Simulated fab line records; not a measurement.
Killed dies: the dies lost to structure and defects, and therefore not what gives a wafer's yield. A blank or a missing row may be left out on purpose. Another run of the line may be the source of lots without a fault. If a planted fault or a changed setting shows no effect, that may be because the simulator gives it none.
Which tool was responsible?	flow gf180mcu	12 lots with 36 wafers sampled at 5 steps, on a route of 602 steps

## WHAT THE GAUGES READ, wafer by wafer
GF_MIM_RS_MEAS_10: uses a four-point probe to measure.
lot	measured	on	MIM_ALCU_RS (ohm/sq)
L988	day 24 12:16	film metro-01	0.1588 0.1594 0.1589
L989	day 24 20:37	film metro-01	0.1638 0.1621 0.1638
L990	day 24 22:37	film metro-03	0.1602 0.1585 0.1565
L991	day 25 15:02	film metro-01	0.1590 0.1571 0.1575
L992	day 25 15:23	film metro-01	0.1615 0.1609 0.1591
L102	day 29 03:01	film metro-01	0.1611 0.1616 0.1610
L103	day 29 08:52	film metro-04	0.1596 0.1613 0.1615
L106	day 30 04:35	film metro-03	0.1595 0.1591 0.1593
L107	day 30 14:36	film metro-04	0.1606 0.1607 0.1587
L109	day 30 20:21	film metro-01	0.1605 0.1610 0.1613
L110	day 31 12:01	film metro-01	0.1618 0.1615 0.1605
L111	day 31 15:16	film metro-04	0.1614 0.1611 0.1614

GF_V5_THK_MEAS_03.
lot	measured	on	V5_CVD_02_THK (nm)
L988	day 26 08:13	film metro-04	1446 1461 1487
L989	day 26 16:32	film metro-03	1425 1464 1451
L990	day 26 17:09	film metro-04	1461 1438 1477
L991	day 27 10:00	film metro-02	1444 1467 1481
L992	day 27 10:04	film metro-04	1428 1421 1447
L102	day 30 17:30	film metro-03	1450 785 780 1449 785 780
L103	day 30 22:42	film metro-03	1445 1458 1457
L106	day 31 17:01	film metro-03	1429 1458 1472
L107	day 32 01:59	film metro-04	1437 1449 1464
L109	day 32 08:35	film metro-04	1454 1468 1453
L110	day 32 22:52	film metro-03	1414 1416 1446
L111	day 33 00:52	film metro-02	1443 1440 1451

GF_V5_CD_MEAS_14: the cd target is 260 nm.
lot	measured	on	cd nm (nm)
L988	day 27 05:20	cd sem-02	260.3 260.4 261.3
L989	day 27 12:42	cd sem-02	257.3 259.6 259.6
L990	day 27 13:39	cd sem-02	259.1 260.5 260.2
L991	day 28 06:29	cd sem-01	257.2 258.0 256.4
L992	day 28 06:41	cd sem-02	261.1 259.3 260.2
L102	day 31 11:49	cd sem-01	259.8 260.7 260.5
L103	day 31 17:23	cd sem-02	259.4 259.7 259.0
L106	day 32 09:49	cd sem-02	259.2 259.9 258.5
L107	day 32 18:55	cd sem-01	258.9 259.4 258.7
L109	day 33 01:18	cd sem-02	261.3 261.4 261.2
L110	day 33 14:19	cd sem-02	260.6 260.5 261.4
L111	day 33 17:07	cd sem-02	258.5 257.4 259.0

## WHICH TOOL RAN EACH LOT (tool, then ch and the chambers of the sampled wafers, then the start)
lot	GF_MIM_SPUTTER_09	GF_V5_CVD_02
L988	pvd sputter-02, day 24 12:14	pecvd-01 ch 1,2, day 26 08:07
L989	pvd sputter-04, day 24 20:34	pecvd-04 ch 0,1, day 26 16:25
L990	pvd sputter-04, day 24 22:34	pecvd-02 ch 0,2, day 26 17:02
L991	pvd sputter-01, day 25 15:00	pecvd-02 ch 0,2, day 27 09:53
L992	pvd sputter-02, day 25 15:21	pecvd-01 ch 0,1, day 27 09:57
L102	pvd sputter-04, day 29 02:56	pecvd-01 ch 0,1,2, day 30 17:22
L103	pvd sputter-02, day 29 08:49	pecvd-02 ch 0,2, day 30 22:32
L106	pvd sputter-02, day 30 04:34	pecvd-02 ch 0,2, day 31 16:52
L107	pvd sputter-04, day 30 14:34	pecvd-02 ch 0,2, day 32 01:49
L109	pvd sputter-02, day 30 20:17	pecvd-04 ch 0,1, day 32 08:28
L110	pvd sputter-02, day 31 11:59	pecvd-04 ch 1,2, day 32 22:45
L111	pvd sputter-02, day 31 15:14	pecvd-04 ch 0,1,2, day 33 00:45
- GF_MIM_SPUTTER_09: material TiN, target thk 35 nm, time 29.2 s.
- GF_V5_CVD_02: deposits SiO2 from TEOS, target thk 1450 nm, time 163.28 s.

## AS READ BY THE TOOLS THEMSELVES (means over the sampled wafers that have a number; for cases with no such wafer, the mark the record gives instead)
GF_MIM_SPUTTER_09.
lot	tool	throttle valve pct (%)
L988	pvd sputter-02	30.3
L989	pvd sputter-04	28.4
L990	pvd sputter-04	29.3
L991	pvd sputter-01	29.8
L992	pvd sputter-02	30.4
L102	pvd sputter-04	30.0
L103	pvd sputter-02	30.5
L106	pvd sputter-02	29.9
L107	pvd sputter-04	29.4
L109	pvd sputter-02	30.0
L110	pvd sputter-02	30.3
L111	pvd sputter-02	29.9

GF_V5_CVD_02.
lot	tool	heater power w (W)	susceptor temp C (C)
L988	pecvd-01	679	399.89
L989	pecvd-04	645	399.92
L990	pecvd-02	581	399.94
L991	pecvd-02	628	399.93
L992	pecvd-01	607	399.95
L102	pecvd-01	584	400.06
L103	pecvd-02	603	400.13
L106	pecvd-02	621	399.95
L107	pecvd-02	636	399.77
L109	pecvd-04	631	399.77
L110	pecvd-04	646	399.97
L111	pecvd-04	618	399.83

## THE ANSWER, worked out from the rows above alone
Rule: usual is defined by the lots themselves. Put in order of their means at a reading, lots are off if they are a third of the lots or fewer, leave a main group of 4 or more, and stand apart from it by a gap of 3 or more times the standard deviation of the main group's means; of several such gaps the widest counts. If all means in a main group match to the digits the tables above print for the reading, that group is not used. A lot without any number at a reading at which 4 lots or more have one is off too. Any other lot the step has rows for is counted as sound. First the gauges in route order, then the tools' own readings, where a lot's mean is used as printed above. The first step at which some lot is off is used, and at that step the reading that is off furthest; a lot without a number counts as furthest.
Off: at GF_V5_THK_MEAS_03 (V5_CVD_02_THK), L102. Main group: mean 1450 nm, sd 12.
A tool fits if, at a process step before that reading, it ran every lot that is off, and no sound lot after the first of them. Gauges at GF_V5_THK_MEAS_03: tried the same way as those tools. One fits: GF_V5_CVD_02 on pecvd-01. Its last sound lot is L992 (day 27 09:57), its first lot that is off L102 (day 30 17:22): a fault that began between those two fits.

## WHAT THE SIMULATOR HAD PUT IN
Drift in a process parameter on pecvd-01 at GF_V5_CVD_02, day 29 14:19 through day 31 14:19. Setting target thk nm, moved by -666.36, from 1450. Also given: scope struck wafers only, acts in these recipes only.
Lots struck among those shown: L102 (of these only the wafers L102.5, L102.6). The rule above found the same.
